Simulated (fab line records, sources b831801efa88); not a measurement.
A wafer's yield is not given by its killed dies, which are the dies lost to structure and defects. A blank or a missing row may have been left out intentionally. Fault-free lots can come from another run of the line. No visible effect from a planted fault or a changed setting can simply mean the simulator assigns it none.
Which tool was responsible? | flow gf180mcu | 6 lots with 18 wafers sampled at 3 steps, on a route of 602 steps

## WHAT THE GAUGES SHOWED, per wafer
GF_V1_OVL_MEAS_15.
lot  | measured     | on         | V1_OVL (nm)
L631 | day 18 12:46 | overlay-01 | -8 -2 -7
L634 | day 19 19:50 | overlay-02 | -4 -4 0
L643 | day 23 05:11 | overlay-02 | 0 -2 -2
L646 | day 24 02:20 | overlay-02 | -6 -5 -11
L649 | day 25 01:11 | overlay-01 | -13 -5 1
L652 | day 25 19:20 | overlay-02 | -2 0 -9

## EACH LOT AND THE TOOL THAT RAN IT (in order: tool; ch and the chambers of the sampled wafers; start)
lot  | GF_HV_LDD_ETCHBACK_58             | GF_CONTACT_SPUTTER_22
L631 | rieDiel-02 ch 0,2,3, day 12 19:35 | pvdSputter-01, day 16 10:57
L634 | rieDiel-04 ch 0,2,3, day 13 22:35 | pvdSputter-04, day 17 17:11
L643 | rieDiel-02 ch 0,1,3, day 17 03:13 | pvdSputter-03, day 21 03:56
L646 | rieDiel-03 ch 1,2,3, day 17 21:49 | pvdSputter-03, day 22 01:20
L649 | rieDiel-03 ch 0,2,3, day 18 22:53 | pvdSputter-04, day 23 01:46
L652 | rieDiel-04 ch 1,2,3, day 19 20:04 | pvdSputter-04, day 23 21:01
- GF_HV_LDD_ETCHBACK_58: etches Si3N4 in CH3F/O2, stops on SiO2, time 100 s, target depth 90 nm.
- GF_CONTACT_SPUTTER_22: material Ti, target thk 15 nm, time 80.02 s.

## THE ANSWER, worked out from the rows above alone
Rule: the lots themselves supply what counts as usual. The widest of any qualifying gaps counts: lots, ordered by their means at a reading, are off when they make up no more than a third of the lots, leave a main group of 4 or more, and stand apart from it by 3 or more times the standard deviation of that group's means. If all means in a main group match to the digits the tables above print for the reading, that group is not used. A lot without any number at a reading at which 4 lots or more have one is off too. Any other lot the step has rows for is counted as sound.
Nothing can be told from this: no lot is off at any reading shown.

## WHAT THE SIMULATOR PUT IN
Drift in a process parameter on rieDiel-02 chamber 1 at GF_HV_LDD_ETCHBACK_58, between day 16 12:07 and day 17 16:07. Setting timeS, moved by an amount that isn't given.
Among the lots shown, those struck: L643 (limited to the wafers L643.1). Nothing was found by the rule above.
